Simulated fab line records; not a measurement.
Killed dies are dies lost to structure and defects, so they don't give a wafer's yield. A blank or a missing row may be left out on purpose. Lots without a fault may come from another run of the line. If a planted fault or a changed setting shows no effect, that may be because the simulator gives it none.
Which tool was responsible? | flow gf180mcu | 14 lots, 42 wafers sampled, at 2 steps of a route of 602

== WHAT THE GAUGES READ, wafer by wafer ==
GF_POLY_GATE_THK_MEAS_17. Usual: for POLY_GATE_OXIDATION_THK the level is 3.98 nm and the standard deviation is 0.069.
lot  | measured     | on            | POLY_GATE_OXIDATION_THK (nm) | flag
L552 | day 9 02:13  | film_metro-01 | 4.11 4.07 4.02               |
L554 | day 9 19:45  | film_metro-01 | 3.94 3.96 4.03               |
L556 | day 10 05:47 | film_metro-04 | 3.91 3.88 3.89               |
L558 | day 10 23:07 | film_metro-01 | 4.08 4.04 4.01               |
L559 | day 11 04:40 | film_metro-03 | 3.96 3.98 3.86               |
L560 | day 11 12:46 | film_metro-04 | 3.91 3.98 3.86               |
L562 | day 12 06:16 | film_metro-03 | 3.95 4.01 4.02               |
L563 | day 12 14:13 | film_metro-01 | 3.95 3.95 3.96               |
L565 | day 13 09:22 | film_metro-04 | 4.09 3.95 4.06               |
L570 | day 14 23:30 | film_metro-04 | 3.98 3.97 3.96               |
L571 | day 15 02:48 | film_metro-04 | 4.02 4.11 3.94               |
L572 | day 15 12:55 | film_metro-01 | 4.00 3.95 4.00               |
L573 | day 15 18:46 | film_metro-01 | 3.98 3.86 3.92               |
L575 | day 16 03:08 | film_metro-03 | 3.93 3.93 3.90               |

GF_HV_LDD_CD_MEAS_07: target cd 400 nm. Usual: 399.9 nm for cd_nm, sd 1.7.
lot  | measured     | on        | cd_nm (nm)        | flag
L552 | day 9 19:19  | cd_sem-01 | 398.3 399.5 397.8 |
L554 | day 10 13:56 | cd_sem-01 | 400.3 399.9 397.9 |
L556 | day 11 00:10 | cd_sem-01 | 400.5 401.1 399.8 |
L558 | day 11 16:52 | cd_sem-02 | 397.3 396.5 397.7 |
L559 | day 11 23:51 | cd_sem-02 | 401.7 401.7 398.7 |
L560 | day 12 07:58 | cd_sem-01 | 399.0 397.7 398.7 |
L562 | day 13 01:40 | cd_sem-01 | 402.8 400.8 399.6 |
L563 | day 13 10:02 | cd_sem-02 | 399.0 397.2 398.7 |
L565 | day 14 05:09 | cd_sem-01 | 399.2 400.5 399.3 |
L570 | day 15 20:52 | cd_sem-02 | 399.9 401.1 400.3 |
L571 | day 16 00:31 | cd_sem-02 | 401.7 398.6 400.0 |
L572 | day 16 10:54 | cd_sem-02 | 399.0 399.2 401.3 |
L573 | day 16 16:38 | cd_sem-02 | 396.0 397.5 398.4 |
L575 | day 17 01:40 | cd_sem-01 | 401.4 401.1 400.7 |

== WHICH TOOL RAN EACH LOT (tool, then ch and the chambers of the sampled wafers, then the start) ==
There is no process step in the record ahead of these readings.

== WHAT THE TOOLS THEMSELVES READ (means of the sampled wafers that have a number; where no wafer has one, the mark that the record gives instead) ==
The record holds no such reading with a usual standard deviation.

== THE ANSWER, worked out from the rows above alone ==
Rule: a lot is off if the mean of its wafers that have a number lies more than 3 standard deviations from the usual mean. A lot without any number at a reading at which 4 lots or more have one is off too. The other lots that the step has rows for count as sound. The gauges are gone through in route order, then the tools' own readings, and for those a lot's mean is taken as printed above. The first step at which some lot is off is used, and at that step the reading that is off furthest; a lot without a number counts as furthest.
Nothing can be told from this: no lot is off at any reading shown.

== WHAT THE SIMULATOR HAD PUT IN ==
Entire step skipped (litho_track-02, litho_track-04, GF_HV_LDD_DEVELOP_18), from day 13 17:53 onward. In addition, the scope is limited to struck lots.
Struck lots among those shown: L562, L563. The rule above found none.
